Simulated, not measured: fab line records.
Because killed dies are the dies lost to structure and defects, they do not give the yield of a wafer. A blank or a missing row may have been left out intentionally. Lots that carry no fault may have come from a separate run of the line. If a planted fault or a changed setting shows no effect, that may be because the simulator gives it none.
A lot that was struck, set against a sound lot + flow sky130 + 15 steps out of a route of 708
Sound: wafers L872.1, L872.2, L872.5. Struck: wafers L874.2, L874.4 (left out: L874.3, a lot-mate that was not struck); the cause follows at the end.
Per side, at each step with rows, come the tool, then ch with its chambers, and then its first start. Under that, the readings that differ: sound wafers + struck wafers + difference of the means + sigmas: that difference in standard deviations of wafers without a fault.
alike: a reading whose means differ by less than 2 such deviations, as well as words and numbers matching on both sides. not compared: withheld readings; readings where some wafer has no value; bounds like >300 that might hide an equal value; numbers whose values overlap and for which the record gives no deviation.
A row with sigmas, a row that says differs or no value, or rows on one side alone: a step with any of these is where the two part. When numbers do not overlap yet have no deviation, they are printed without sigmas and do not part them. A reading that every wafer of one side lacks parts them only if that side has two wafers or more.

first, 1 step without rows for these wafers: SKY_LDD_P_IMPLANT_09.
SKY_LDD_P_STRIP_10: strips in O2/N2.
  sound on plasma-asher-04 ch 0,1, day 19 19:26; struck on plasma-asher-02 ch 0,1, day 20 12:22
  alike: drypump-motor-current-A, n2-flow-sccm, oes-product-au, strip-time-to-endpoint-s
  not compared: rf-hours-counter-h
SKY_LDD_P_TW_MEAS_11:
  sound on film-metro-03, day 19 19:32; struck on film-metro-03, day 20 12:28
  alike: LDD_P_TW
then, 7 steps without rows for these wafers: SKY_LDD_HVN_DEHYDRATE_00 (time 60 s); SKY_LDD_HVN_HMDS_01 (prime time 60 s); SKY_LDD_HVN_COAT_02 (resist thk 300 nm); SKY_LDD_HVN_SOFTBAKE_03 (time 60 s); SKY_LDD_HVN_EXPOSE_04 (exposes mask HVNTM, target cd 700 nm); SKY_LDD_HVN_PEB_05; SKY_LDD_HVN_DEVELOP_06 (develop time 60 s).
SKY_LDD_HVN_OVL_MEAS_07:
  sound on overlay-02, day 21 02:05; struck on overlay-01, day 21 19:08
  alike: LDD_HVN_OVL
then, 1 step without rows for these wafers: SKY_LDD_HVN_IMPLANT_08.
SKY_LDD_HVN_STRIP_09: strips in O2/N2.
  sound on plasma-asher-03 ch 0,1, day 21 02:16; struck on plasma-asher-04 ch 0, day 21 19:19
| reading             | sound             | struck      | difference | sigmas |
|---------------------|-------------------|-------------|------------|--------|
| n2-flow-sccm (sccm) | 299.5 300.7 300.0 | 360.5 359.8 | +60.1      | +69    |
  alike: drypump-motor-current-A, oes-product-au, strip-time-to-endpoint-s
  not compared: rf-hours-counter-h
SKY_LDD_HVN_TW_MEAS_10:
  sound on film-metro-02, day 21 02:22; struck on film-metro-03, day 21 19:26
  alike: LDD_HVN_TW
then, 1 step without rows for these wafers: SKY_PAD_OPEN_PROBE_99.

WHERE THEY PART
Only at SKY_LDD_HVN_STRIP_09, as far as this record shows. Later steps at which nothing parts them and some readings are alike: SKY_LDD_HVN_TW_MEAS_10.

WHY: whatever the simulator had introduced
plasma-asher-04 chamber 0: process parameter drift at SKY_LDD_HVN_STRIP_09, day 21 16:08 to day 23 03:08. From 300, the setting n2-flow-sccm moved by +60. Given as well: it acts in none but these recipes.
